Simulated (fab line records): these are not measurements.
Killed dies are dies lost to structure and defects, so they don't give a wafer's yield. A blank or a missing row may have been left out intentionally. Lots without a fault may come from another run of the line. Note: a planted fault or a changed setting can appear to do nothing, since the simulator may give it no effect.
fab line records / flow gf180mcu
record lots=13 wafers=39 last-day=33
route steps=602 shown MVPSD@82 SALICIDE@283 CONTACT@288 M1@332
lots that met no fault: taken from a fault-free run of the same line
start-h: the number of hours between the record's first day and the start of the first shown wafer of the lot / wait-h: time in hours since the lot's previous step / " same as the row above / L1.1+2: a single row standing in for several wafers / - either no value or no given start / * or withheld: withheld / < > ~ a bound
route shown NAME@n: names a module that has steps shown in the file, with the first one's number in the route / usual: the fault-free wafers' mean and standard deviation / same: alike in all rows / chamber/n: place in a boat / sites: each site's reading / _std_site: the values' standard deviation / _edge_site: the outer-site mean with the inner-site mean subtracted / radius-mm: how far each site lies from the wafer's centre / mask NAME#n: copy n / behind: the tool/chamber that last shaped the wafer / hold: why the lot was held/for how many hours/how that ended / device: names the non-switching transistor (n, p or np) / end of line: tests of these same wafers at the route's end / for a step that has no rows: nothing shown but its recipe / killed: dies lost to structure and defects at the first sort, not the wafer's yield / map: per-die view of a wafer (x killed, . not killed, _ where there is no die)
set.NAME: the setting as run; set.NAME@STEP: as run at that earlier step / model.NAME: the simulator's own value behind a step, which no gauge read
one table for each step of the route and one row for each wafer, over a sample of lots
services: the hour from which a tool's chamber was out of use, counted from the record's first day as start-h (under 0 if before that day), plus the number of hours and why
## steps
# step GF_MVPSD_EXPOSE_04
# recipe mask-id=MVPSD target-cd-nm=1000 na=0.6 source-shape=conventional sigma-outer=0.6 dose-mj=260
lot.wafer=L672.1+3+4 tool=iline-stepper-02 chamber=0 start-h=90.19 wait-h=- mask=MVPSD#0
lot.wafer=L673.1+5+6 tool=iline-stepper-01 chamber=0 start-h=94.70 wait-h=- mask=MVPSD#0
lot.wafer=L674.1+4+6 tool=iline-stepper-02 chamber=0 start-h=100.15 wait-h=- mask=MVPSD#0
lot.wafer=L675.1+5+6 tool=iline-stepper-02 chamber=0 start-h=106.72 wait-h=- mask=MVPSD#0
lot.wafer=L677.2+4+5 tool=iline-stepper-01 chamber=0 start-h=118.22 wait-h=- mask=MVPSD#0
lot.wafer=L679.1+2+6 tool=iline-stepper-02 chamber=0 start-h=133.90 wait-h=- mask=MVPSD#0
lot.wafer=L680.4+5+6 tool=iline-stepper-01 chamber=0 start-h=137.40 wait-h=- mask=MVPSD#0
lot.wafer=L681.1+5+6 tool=iline-stepper-02 chamber=0 start-h=142.80 wait-h=- mask=MVPSD#0
lot.wafer=L682.2+4+6 tool=iline-stepper-01 chamber=0 start-h=148.31 wait-h=- mask=MVPSD#0
lot.wafer=L684.3+5+6 tool=iline-stepper-01 chamber=0 start-h=159.62 wait-h=- mask=MVPSD#0
lot.wafer=L685.1+3+6 tool=iline-stepper-01 chamber=0 start-h=168.28 wait-h=- mask=MVPSD_R1#0
lot.wafer=L689.1+2+3 tool=iline-stepper-01 chamber=0 start-h=188.63 wait-h=- mask=MVPSD#0
lot.wafer=L693.1+4+5 tool=iline-stepper-01 chamber=0 start-h=213.38 wait-h=- mask=MVPSD#0
# step GF_SALICIDE_THK_MEAS_05
# recipe thk-meas-gauge=xrf reads=TiN_of_SALICIDE_SPUTTER_03
# usual SALICIDE_TIN_THK=19.7/0.33
lot.wafer=L672.1 tool=film-metro-01 chamber=- start-h=339.30 wait-h=0.1 SALICIDE_TIN_THK[nm]=19.8
lot.wafer=L672.3 tool=film-metro-01 chamber=- start-h=339.30 wait-h=0.1 SALICIDE_TIN_THK[nm]=19.2
lot.wafer=L672.4 tool=film-metro-01 chamber=- start-h=339.30 wait-h=0.1 SALICIDE_TIN_THK[nm]=19.4
lot.wafer=L673.1 tool=film-metro-02 chamber=- start-h=343.81 wait-h=0.1 SALICIDE_TIN_THK[nm]=20.2
lot.wafer=L673.5 tool=film-metro-02 chamber=- start-h=343.81 wait-h=0.1 SALICIDE_TIN_THK[nm]=20.3
lot.wafer=L673.6 tool=film-metro-02 chamber=- start-h=343.81 wait-h=0.1 SALICIDE_TIN_THK[nm]=19.9
lot.wafer=L674.1 tool=film-metro-03 chamber=- start-h=352.31 wait-h=0.1 SALICIDE_TIN_THK[nm]=19.7
lot.wafer=L674.4 tool=film-metro-03 chamber=- start-h=352.31 wait-h=0.1 SALICIDE_TIN_THK[nm]=19.1
lot.wafer=L674.6 tool=film-metro-03 chamber=- start-h=352.31 wait-h=0.1 SALICIDE_TIN_THK[nm]=20.1
lot.wafer=L675.1 tool=film-metro-02 chamber=- start-h=369.87 wait-h=0.1 SALICIDE_TIN_THK[nm]=20.2
lot.wafer=L675.5 tool=film-metro-02 chamber=- start-h=369.87 wait-h=0.1 SALICIDE_TIN_THK[nm]=19.7
lot.wafer=L675.6 tool=film-metro-02 chamber=- start-h=369.87 wait-h=0.1 SALICIDE_TIN_THK[nm]=20.1
lot.wafer=L677.2 tool=film-metro-01 chamber=- start-h=398.65 wait-h=0.1 SALICIDE_TIN_THK[nm]=19.9
lot.wafer=L677.4 tool=film-metro-01 chamber=- start-h=398.65 wait-h=0.1 SALICIDE_TIN_THK[nm]=19.6
lot.wafer=L677.5 tool=film-metro-01 chamber=- start-h=398.65 wait-h=0.1 SALICIDE_TIN_THK[nm]=19.5
lot.wafer=L679.1 tool=film-metro-01 chamber=- start-h=410.12 wait-h=0.1 SALICIDE_TIN_THK[nm]=19.8
lot.wafer=L679.2 tool=film-metro-01 chamber=- start-h=410.12 wait-h=0.1 SALICIDE_TIN_THK[nm]=19.3
lot.wafer=L679.6 tool=film-metro-01 chamber=- start-h=410.12 wait-h=0.1 SALICIDE_TIN_THK[nm]=19.5
lot.wafer=L680.4 tool=film-metro-03 chamber=- start-h=410.37 wait-h=0.1 SALICIDE_TIN_THK[nm]=20.1
lot.wafer=L680.5 tool=film-metro-03 chamber=- start-h=410.37 wait-h=0.1 SALICIDE_TIN_THK[nm]=19.6
lot.wafer=L680.6 tool=film-metro-03 chamber=- start-h=410.37 wait-h=0.1 SALICIDE_TIN_THK[nm]=20.2
lot.wafer=L681.1 tool=film-metro-03 chamber=- start-h=421.24 wait-h=0.1 SALICIDE_TIN_THK[nm]=19.6
lot.wafer=L681.5 tool=film-metro-03 chamber=- start-h=421.24 wait-h=0.1 SALICIDE_TIN_THK[nm]=19.4
lot.wafer=L681.6 tool=film-metro-03 chamber=- start-h=421.24 wait-h=0.1 SALICIDE_TIN_THK[nm]=20.1
lot.wafer=L682.2 tool=film-metro-03 chamber=- start-h=431.59 wait-h=0.1 SALICIDE_TIN_THK[nm]=19.7
lot.wafer=L682.4 tool=film-metro-03 chamber=- start-h=431.59 wait-h=0.1 SALICIDE_TIN_THK[nm]=20.2
lot.wafer=L682.6 tool=film-metro-03 chamber=- start-h=431.59 wait-h=0.1 SALICIDE_TIN_THK[nm]=20.0
lot.wafer=L684.3 tool=film-metro-02 chamber=- start-h=443.60 wait-h=0.1 SALICIDE_TIN_THK[nm]=19.5
lot.wafer=L684.5 tool=film-metro-02 chamber=- start-h=443.60 wait-h=0.1 SALICIDE_TIN_THK[nm]=19.3
lot.wafer=L684.6 tool=film-metro-02 chamber=- start-h=443.60 wait-h=0.1 SALICIDE_TIN_THK[nm]=19.3
lot.wafer=L685.1 tool=film-metro-01 chamber=- start-h=458.44 wait-h=0.1 SALICIDE_TIN_THK[nm]=19.6
lot.wafer=L685.3 tool=film-metro-01 chamber=- start-h=458.44 wait-h=0.1 SALICIDE_TIN_THK[nm]=19.4
lot.wafer=L685.6 tool=film-metro-01 chamber=- start-h=458.44 wait-h=0.1 SALICIDE_TIN_THK[nm]=19.4
lot.wafer=L689.1 tool=film-metro-02 chamber=- start-h=482.10 wait-h=0.1 SALICIDE_TIN_THK[nm]=19.3
lot.wafer=L689.2 tool=film-metro-02 chamber=- start-h=482.10 wait-h=0.1 SALICIDE_TIN_THK[nm]=19.4
lot.wafer=L689.3 tool=film-metro-02 chamber=- start-h=482.10 wait-h=0.1 SALICIDE_TIN_THK[nm]=20.0
lot.wafer=L693.1 tool=film-metro-01 chamber=- start-h=516.86 wait-h=0.1 SALICIDE_TIN_THK[nm]=19.8
lot.wafer=L693.4 tool=film-metro-01 chamber=- start-h=516.86 wait-h=0.1 SALICIDE_TIN_THK[nm]=19.6
lot.wafer=L693.5 tool=film-metro-01 chamber=- start-h=516.86 wait-h=0.1 SALICIDE_TIN_THK[nm]=19.7
# step GF_CONTACT_THK_MEAS_01
# recipe reads=SiO2_of_CONTACT_CVD_00
# usual CONTACT_CVD_00_THK=300/3.3
lot.wafer=L672.1 tool=film-metro-04 chamber=- start-h=339.69 wait-h=0.0 CONTACT_CVD_00_THK[nm]=299
lot.wafer=L672.3 tool=film-metro-04 chamber=- start-h=339.69 wait-h=0.0 CONTACT_CVD_00_THK[nm]=294
lot.wafer=L672.4 tool=film-metro-04 chamber=- start-h=339.69 wait-h=0.0 CONTACT_CVD_00_THK[nm]=298
lot.wafer=L673.1 tool=film-metro-01 chamber=- start-h=344.21 wait-h=0.0 CONTACT_CVD_00_THK[nm]=308
lot.wafer=L673.5 tool=film-metro-01 chamber=- start-h=344.21 wait-h=0.0 CONTACT_CVD_00_THK[nm]=301
lot.wafer=L673.6 tool=film-metro-01 chamber=- start-h=344.21 wait-h=0.0 CONTACT_CVD_00_THK[nm]=305
lot.wafer=L674.1 tool=film-metro-01 chamber=- start-h=352.80 wait-h=0.0 CONTACT_CVD_00_THK[nm]=292
lot.wafer=L674.4 tool=film-metro-01 chamber=- start-h=352.80 wait-h=0.0 CONTACT_CVD_00_THK[nm]=291
lot.wafer=L674.6 tool=film-metro-01 chamber=- start-h=352.80 wait-h=0.0 CONTACT_CVD_00_THK[nm]=293
lot.wafer=L675.1 tool=film-metro-04 chamber=- start-h=370.26 wait-h=0.0 CONTACT_CVD_00_THK[nm]=301
lot.wafer=L675.5 tool=film-metro-04 chamber=- start-h=370.26 wait-h=0.0 CONTACT_CVD_00_THK[nm]=298
lot.wafer=L675.6 tool=film-metro-04 chamber=- start-h=370.26 wait-h=0.0 CONTACT_CVD_00_THK[nm]=300
lot.wafer=L677.2 tool=film-metro-04 chamber=- start-h=399.05 wait-h=0.0 CONTACT_CVD_00_THK[nm]=302
lot.wafer=L677.4 tool=film-metro-04 chamber=- start-h=399.05 wait-h=0.0 CONTACT_CVD_00_THK[nm]=302
lot.wafer=L677.5 tool=film-metro-04 chamber=- start-h=399.05 wait-h=0.0 CONTACT_CVD_00_THK[nm]=304
lot.wafer=L679.1 tool=film-metro-04 chamber=- start-h=410.52 wait-h=0.0 CONTACT_CVD_00_THK[nm]=303
lot.wafer=L679.2 tool=film-metro-04 chamber=- start-h=410.52 wait-h=0.0 CONTACT_CVD_00_THK[nm]=297
lot.wafer=L679.6 tool=film-metro-04 chamber=- start-h=410.52 wait-h=0.0 CONTACT_CVD_00_THK[nm]=295
lot.wafer=L680.4 tool=film-metro-01 chamber=- start-h=410.77 wait-h=0.0 CONTACT_CVD_00_THK[nm]=304
lot.wafer=L680.5 tool=film-metro-01 chamber=- start-h=410.77 wait-h=0.0 CONTACT_CVD_00_THK[nm]=301
lot.wafer=L680.6 tool=film-metro-01 chamber=- start-h=410.77 wait-h=0.0 CONTACT_CVD_00_THK[nm]=301
lot.wafer=L681.1 tool=film-metro-04 chamber=- start-h=421.66 wait-h=0.0 CONTACT_CVD_00_THK[nm]=304
lot.wafer=L681.5 tool=film-metro-04 chamber=- start-h=421.66 wait-h=0.0 CONTACT_CVD_00_THK[nm]=302
lot.wafer=L681.6 tool=film-metro-04 chamber=- start-h=421.66 wait-h=0.0 CONTACT_CVD_00_THK[nm]=306
lot.wafer=L682.2 tool=film-metro-01 chamber=- start-h=431.98 wait-h=0.0 CONTACT_CVD_00_THK[nm]=303
lot.wafer=L682.4 tool=film-metro-01 chamber=- start-h=431.98 wait-h=0.0 CONTACT_CVD_00_THK[nm]=306
lot.wafer=L682.6 tool=film-metro-01 chamber=- start-h=431.98 wait-h=0.0 CONTACT_CVD_00_THK[nm]=300
lot.wafer=L684.3 tool=film-metro-03 chamber=- start-h=444.00 wait-h=0.0 CONTACT_CVD_00_THK[nm]=303
lot.wafer=L684.5 tool=film-metro-03 chamber=- start-h=444.00 wait-h=0.0 CONTACT_CVD_00_THK[nm]=300
lot.wafer=L684.6 tool=film-metro-03 chamber=- start-h=444.00 wait-h=0.0 CONTACT_CVD_00_THK[nm]=300
lot.wafer=L685.1 tool=film-metro-01 chamber=- start-h=458.95 wait-h=0.0 CONTACT_CVD_00_THK[nm]=301
lot.wafer=L685.3 tool=film-metro-01 chamber=- start-h=458.95 wait-h=0.0 CONTACT_CVD_00_THK[nm]=301
lot.wafer=L685.6 tool=film-metro-01 chamber=- start-h=458.95 wait-h=0.0 CONTACT_CVD_00_THK[nm]=299
lot.wafer=L689.1 tool=film-metro-04 chamber=- start-h=482.50 wait-h=0.0 CONTACT_CVD_00_THK[nm]=293
lot.wafer=L689.2 tool=film-metro-04 chamber=- start-h=482.50 wait-h=0.0 CONTACT_CVD_00_THK[nm]=301
lot.wafer=L689.3 tool=film-metro-04 chamber=- start-h=482.50 wait-h=0.0 CONTACT_CVD_00_THK[nm]=298
lot.wafer=L693.1 tool=film-metro-01 chamber=- start-h=517.26 wait-h=0.0 CONTACT_CVD_00_THK[nm]=299
lot.wafer=L693.4 tool=film-metro-01 chamber=- start-h=517.26 wait-h=0.0 CONTACT_CVD_00_THK[nm]=296
lot.wafer=L693.5 tool=film-metro-01 chamber=- start-h=517.26 wait-h=0.0 CONTACT_CVD_00_THK[nm]=297
# step GF_M1_STRIP_17
# recipe chemistry=O2/N2 power-w=1400 pressure-mtorr=1500 platen-temp-c=250 o2-flow-sccm=3000 n2-flow-sccm=300 overash-fraction=0.5
# usual drypump-motor-current-A=5.6/0.48 heater-power-w=348/28 oes-product-au=0.558/0.0049 strip-time-to-endpoint-s=7.90/0.045
lot.wafer=L672.1 tool=plasma-asher-03 chamber=1 start-h=387.07 wait-h=0.1 drypump-motor-current-A=6.1 heater-power-w=367 oes-product-au=0.563 rf-hours-counter-h=29 strip-time-to-endpoint-s=7.89
lot.wafer=L672.3 tool=plasma-asher-03 chamber=0 start-h=387.07 wait-h=0.1 drypump-motor-current-A=5.4 heater-power-w=325 oes-product-au=0.560 rf-hours-counter-h=- strip-time-to-endpoint-s=7.93
lot.wafer=L672.4 tool=plasma-asher-03 chamber=1 start-h=387.07 wait-h=0.1 drypump-motor-current-A=6.0 heater-power-w=370 oes-product-au=0.554 rf-hours-counter-h=- strip-time-to-endpoint-s=7.88
lot.wafer=L673.1 tool=plasma-asher-03 chamber=0 start-h=389.54 wait-h=0.1 drypump-motor-current-A=5.4 heater-power-w=332 oes-product-au=0.564 rf-hours-counter-h=29 strip-time-to-endpoint-s=7.83
lot.wafer=L673.5 tool=plasma-asher-03 chamber=1 start-h=389.54 wait-h=0.1 drypump-motor-current-A=6.0 heater-power-w=376 oes-product-au=0.551 rf-hours-counter-h=- strip-time-to-endpoint-s=7.89
lot.wafer=L673.6 tool=plasma-asher-03 chamber=0 start-h=389.54 wait-h=0.1 drypump-motor-current-A=5.4 heater-power-w=329 oes-product-au=0.562 rf-hours-counter-h=- strip-time-to-endpoint-s=7.82
lot.wafer=L674.1 tool=plasma-asher-01 chamber=1 start-h=399.49 wait-h=0.1 drypump-motor-current-A=4.7 heater-power-w=361 oes-product-au=0.569 rf-hours-counter-h=64 strip-time-to-endpoint-s=7.96
lot.wafer=L674.4 tool=plasma-asher-01 chamber=1 start-h=399.49 wait-h=0.1 drypump-motor-current-A=4.8 heater-power-w=380 oes-product-au=0.559 rf-hours-counter-h=- strip-time-to-endpoint-s=7.89
lot.wafer=L674.6 tool=plasma-asher-01 chamber=1 start-h=399.49 wait-h=0.1 drypump-motor-current-A=4.8 heater-power-w=377 oes-product-au=0.551 rf-hours-counter-h=- strip-time-to-endpoint-s=7.94
lot.wafer=L675.1 tool=plasma-asher-01 chamber=1 start-h=418.64 wait-h=0.1 drypump-motor-current-A=4.8 heater-power-w=377 oes-product-au=0.559 rf-hours-counter-h=66 strip-time-to-endpoint-s=7.88
lot.wafer=L675.5 tool=plasma-asher-01 chamber=0 start-h=418.64 wait-h=0.1 drypump-motor-current-A=5.9 heater-power-w=384 oes-product-au=0.552 rf-hours-counter-h=- strip-time-to-endpoint-s=7.88
lot.wafer=L675.6 tool=plasma-asher-01 chamber=1 start-h=418.64 wait-h=0.1 drypump-motor-current-A=4.8 heater-power-w=373 oes-product-au=0.569 rf-hours-counter-h=- strip-time-to-endpoint-s=7.89
lot.wafer=L677.2 tool=plasma-asher-01 chamber=0 start-h=448.75 wait-h=0.1 drypump-motor-current-A=5.9 heater-power-w=378 oes-product-au=0.552 rf-hours-counter-h=69 strip-time-to-endpoint-s=7.92
lot.wafer=L677.4 tool=plasma-asher-01 chamber=0 start-h=448.75 wait-h=0.1 drypump-motor-current-A=5.9 heater-power-w=374 oes-product-au=0.559 rf-hours-counter-h=- strip-time-to-endpoint-s=7.86
lot.wafer=L677.5 tool=plasma-asher-01 chamber=0 start-h=448.75 wait-h=0.1 drypump-motor-current-A=5.9 heater-power-w=383 oes-product-au=0.558 rf-hours-counter-h=- strip-time-to-endpoint-s=7.82
lot.wafer=L679.1 tool=plasma-asher-04 chamber=0 start-h=460.59 wait-h=0.1 drypump-motor-current-A=5.2 heater-power-w=356 oes-product-au=0.560 rf-hours-counter-h=81 strip-time-to-endpoint-s=7.91
lot.wafer=L679.2 tool=plasma-asher-04 chamber=1 start-h=460.59 wait-h=0.1 drypump-motor-current-A=6.1 heater-power-w=308 oes-product-au=0.551 rf-hours-counter-h=81 strip-time-to-endpoint-s=7.93
lot.wafer=L679.6 tool=plasma-asher-04 chamber=1 start-h=460.59 wait-h=0.1 drypump-motor-current-A=6.1 heater-power-w=309 oes-product-au=0.560 rf-hours-counter-h=- strip-time-to-endpoint-s=7.89
lot.wafer=L680.4 tool=plasma-asher-03 chamber=0 start-h=460.97 wait-h=0.1 drypump-motor-current-A=5.4 heater-power-w=328 oes-product-au=0.555 rf-hours-counter-h=- strip-time-to-endpoint-s=7.85
lot.wafer=L680.5 tool=plasma-asher-03 chamber=1 start-h=460.97 wait-h=0.1 drypump-motor-current-A=6.0 heater-power-w=369 oes-product-au=0.558 rf-hours-counter-h=- strip-time-to-endpoint-s=7.86
lot.wafer=L680.6 tool=plasma-asher-03 chamber=0 start-h=460.97 wait-h=0.1 drypump-motor-current-A=5.4 heater-power-w=316 oes-product-au=0.563 rf-hours-counter-h=- strip-time-to-endpoint-s=7.95
lot.wafer=L681.1 tool=plasma-asher-04 chamber=0 start-h=472.09 wait-h=0.1 drypump-motor-current-A=5.2 heater-power-w=354 oes-product-au=0.563 rf-hours-counter-h=82 strip-time-to-endpoint-s=7.94
lot.wafer=L681.5 tool=plasma-asher-04 chamber=0 start-h=472.09 wait-h=0.1 drypump-motor-current-A=5.2 heater-power-w=344 oes-product-au=0.558 rf-hours-counter-h=- strip-time-to-endpoint-s=7.86
lot.wafer=L681.6 tool=plasma-asher-04 chamber=1 start-h=472.09 wait-h=0.1 drypump-motor-current-A=6.1 heater-power-w=308 oes-product-au=0.556 rf-hours-counter-h=- strip-time-to-endpoint-s=7.93
lot.wafer=L682.2 tool=plasma-asher-03 chamber=1 start-h=482.94 wait-h=0.1 drypump-motor-current-A=6.0 heater-power-w=366 oes-product-au=0.560 rf-hours-counter-h=39 strip-time-to-endpoint-s=7.88
lot.wafer=L682.4 tool=plasma-asher-03 chamber=1 start-h=482.94 wait-h=0.1 drypump-motor-current-A=6.0 heater-power-w=367 oes-product-au=0.560 rf-hours-counter-h=- strip-time-to-endpoint-s=7.91
lot.wafer=L682.6 tool=plasma-asher-03 chamber=0 start-h=482.94 wait-h=0.1 drypump-motor-current-A=5.4 heater-power-w=322 oes-product-au=0.559 rf-hours-counter-h=- strip-time-to-endpoint-s=7.97
lot.wafer=L684.3 tool=plasma-asher-04 chamber=0 start-h=494.39 wait-h=0.1 drypump-motor-current-A=5.2 heater-power-w=352 oes-product-au=0.568 rf-hours-counter-h=- strip-time-to-endpoint-s=7.94
lot.wafer=L684.5 tool=plasma-asher-04 chamber=0 start-h=494.39 wait-h=0.1 drypump-motor-current-A=5.2 heater-power-w=349 oes-product-au=0.563 rf-hours-counter-h=- strip-time-to-endpoint-s=7.92
lot.wafer=L684.6 tool=plasma-asher-04 chamber=1 start-h=494.39 wait-h=0.1 drypump-motor-current-A=6.1 heater-power-w=312 oes-product-au=0.557 rf-hours-counter-h=- strip-time-to-endpoint-s=7.91
lot.wafer=L685.1 tool=plasma-asher-04 chamber=0 start-h=508.14 wait-h=0.1 drypump-motor-current-A=5.2 heater-power-w=348 oes-product-au=0.553 rf-hours-counter-h=86 strip-time-to-endpoint-s=8.00
lot.wafer=L685.3 tool=plasma-asher-04 chamber=1 start-h=508.14 wait-h=0.1 drypump-motor-current-A=6.1 heater-power-w=309 oes-product-au=0.559 rf-hours-counter-h=- strip-time-to-endpoint-s=7.96
lot.wafer=L685.6 tool=plasma-asher-04 chamber=1 start-h=508.14 wait-h=0.1 drypump-motor-current-A=6.1 heater-power-w=301 oes-product-au=0.557 rf-hours-counter-h=- strip-time-to-endpoint-s=7.98
lot.wafer=L689.1 tool=plasma-asher-04 chamber=0 start-h=531.60 wait-h=0.2 drypump-motor-current-A=5.2 heater-power-w=345 oes-product-au=0.565 rf-hours-counter-h=88 strip-time-to-endpoint-s=7.87
lot.wafer=L689.2 tool=plasma-asher-04 chamber=1 start-h=531.60 wait-h=0.2 drypump-motor-current-A=6.1 heater-power-w=310 oes-product-au=0.556 rf-hours-counter-h=88 strip-time-to-endpoint-s=7.87
lot.wafer=L689.3 tool=plasma-asher-04 chamber=0 start-h=531.60 wait-h=0.2 drypump-motor-current-A=5.2 heater-power-w=356 oes-product-au=0.564 rf-hours-counter-h=- strip-time-to-endpoint-s=7.86
lot.wafer=L693.1 tool=plasma-asher-01 chamber=1 start-h=564.94 wait-h=0.1 drypump-motor-current-A=4.8 heater-power-w=371 oes-product-au=0.560 rf-hours-counter-h=80 strip-time-to-endpoint-s=7.91
lot.wafer=L693.4 tool=plasma-asher-01 chamber=0 start-h=564.94 wait-h=0.1 drypump-motor-current-A=5.9 heater-power-w=377 oes-product-au=0.552 rf-hours-counter-h=- strip-time-to-endpoint-s=7.88
lot.wafer=L693.5 tool=plasma-asher-01 chamber=1 start-h=564.94 wait-h=0.1 drypump-motor-current-A=4.8 heater-power-w=375 oes-product-au=0.557 rf-hours-counter-h=- strip-time-to-endpoint-s=7.90
## services
tool=iline-stepper-01 chamber=- start-h=69.63 hours=1.7 kind=pm
tool=iline-stepper-02 chamber=- start-h=76.05 hours=5.6 kind=repair
tool=plasma-asher-03 chamber=- start-h=108.77 hours=9.0 kind=pm
tool=plasma-asher-01 chamber=- start-h=134.51 hours=1.3 kind=repair
tool=plasma-asher-04 chamber=- start-h=139.58 hours=0.6 kind=repair
tool=plasma-asher-01 chamber=- start-h=141.30 hours=7.3 kind=repair
tool=plasma-asher-04 chamber=- start-h=164.45 hours=2.8 kind=pm
tool=iline-stepper-02 chamber=- start-h=201.03 hours=12.6 kind=repair
tool=iline-stepper-01 chamber=- start-h=287.84 hours=1.7 kind=pm
tool=iline-stepper-01 chamber=- start-h=300.40 hours=0.8 kind=repair
tool=iline-stepper-02 chamber=- start-h=315.06 hours=5.0 kind=repair
tool=iline-stepper-02 chamber=- start-h=333.08 hours=2.1 kind=pm
tool=plasma-asher-03 chamber=- start-h=347.28 hours=2.8 kind=pm
tool=iline-stepper-01 chamber=- start-h=347.52 hours=4.4 kind=pm
tool=plasma-asher-04 chamber=- start-h=356.12 hours=5.0 kind=repair
tool=plasma-asher-01 chamber=- start-h=369.06 hours=4.0 kind=pm
tool=iline-stepper-02 chamber=- start-h=384.54 hours=14.9 kind=repair
tool=plasma-asher-01 chamber=- start-h=436.80 hours=2.8 kind=pm
tool=iline-stepper-02 chamber=- start-h=437.47 hours=1.7 kind=pm
tool=iline-stepper-02 chamber=- start-h=496.14 hours=1.9 kind=repair
tool=iline-stepper-01 chamber=- start-h=497.85 hours=3.0 kind=repair
tool=iline-stepper-01 chamber=- start-h=506.06 hours=1.7 kind=pm
tool=iline-stepper-01 chamber=- start-h=546.77 hours=2.6 kind=repair
tool=iline-stepper-02 chamber=- start-h=557.79 hours=2.0 kind=repair
## key
first-sign step=GF_MVPSD_EXPOSE_04 reading=mask direction=changed
effect none on later readings
met-at GF_MVPSD_EXPOSE_04
struck-lots L685
sort-left-out L685.1,L685.3,L685.6
tester-left-out L685
not-acting-at GF_SALICIDE_THK_MEAS_05,GF_CONTACT_THK_MEAS_01,GF_M1_STRIP_17
onset-between 159.62 168.28
fault kind=wrong-mask tool=any chamber=- onset-h=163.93 steps=GF_MVPSD_EXPOSE_04 aux-copy=MVPSD_R1#0 cd-offset-nm=-120 scope=struck-lots-only
# tester-left-out: of these lots the tester's yield and bins aren't shown, on N5 and GAA mostly nor the transistor test; their killed dies are dies lost to structure and defects alone, not to doping, threshold or leakage, so they don't give the yield
# sort-left-out: the simulated sort isn't trusted on such a fault, so these wafers' sort isn't shown, and their yield isn't known
